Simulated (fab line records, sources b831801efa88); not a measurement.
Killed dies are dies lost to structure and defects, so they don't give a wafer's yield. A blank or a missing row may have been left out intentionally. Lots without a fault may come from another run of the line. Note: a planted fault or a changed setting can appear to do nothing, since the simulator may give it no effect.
A single fault, viewed from 2 desks ; flow sky130 ; every desk sees just its own numbers, and what lay behind them comes last

## FOR THE TOOL OWNER'S DESK: implanter-01
The tool's own readings at SKY_VT_ADJUST_HVTP_IMPLANT_09, given as means over the sampled wafers that have a number, one for each lot that went through this tool. The brackets show how far a lot's mean lies from the usual mean; more than 4 standard deviations puts the lot out of limits, marked OUT.
Columns: A = beam-energy-keV at SKY_VT_ADJUST_HVTP_IMPLANT_09, usual 150.01
lot;first seen here;A
L346;day 7 16:08;149.99
L351;day 8 20:37;150.05
L352;day 9 04:34;149.98
L354;day 9 14:56;150.03
This desk's finding: nothing out of limits on any of the 4 lots.

## AT THE METROLOGY DESK
What the gauges read, lot by lot, whatever tool the lot ran on: means of the sampled wafers that have a number. The brackets show how far a lot's mean lies from the usual mean; more than 4 standard deviations puts the lot out of limits, marked OUT.
Columns: A = NWELL_RS at SKY_NWELL_RS_MEAS_29, usual 619.2 ohm/sq; B = PWDE_RS at SKY_NWELL_RS_MEAS_31, usual 5268 ohm/sq; C = cd-nm at SKY_VT_ADJUST_HVTP_CD_MEAS_07, usual 381.1 nm; D = VT_ADJUST_HVTP_OVL at SKY_VT_ADJUST_HVTP_OVL_MEAS_08, usual 0.3 nm; E = VT_ADJUST_HVTP_TW at SKY_VT_ADJUST_HVTP_TW_MEAS_11, usual 1367
lot;first seen here;A;B;C;D;E
L346;day 6 20:32;619.0;5289;382.9;-1.9;1373
L351;day 7 23:40;619.6;5281;379.9;1.1;1370
L352;day 8 07:41;619.6;5265;381.1;2.2;1333
L354;day 8 17:01;617.8;5260;381.7;-1.6;1332
L359;day 10 00:26;618.3;5271;379.9;0.2;1348
L364;day 11 03:44;619.9;5263;382.4;1.1;1352
This desk's finding: nothing out of limits on any of the 6 lots.

## TAKEN TOGETHER
Nothing out of limits was seen by the tool owner's desk.
Metrology desk: nothing out of limits seen.

## WHAT THE SIMULATOR HAD PUT IN
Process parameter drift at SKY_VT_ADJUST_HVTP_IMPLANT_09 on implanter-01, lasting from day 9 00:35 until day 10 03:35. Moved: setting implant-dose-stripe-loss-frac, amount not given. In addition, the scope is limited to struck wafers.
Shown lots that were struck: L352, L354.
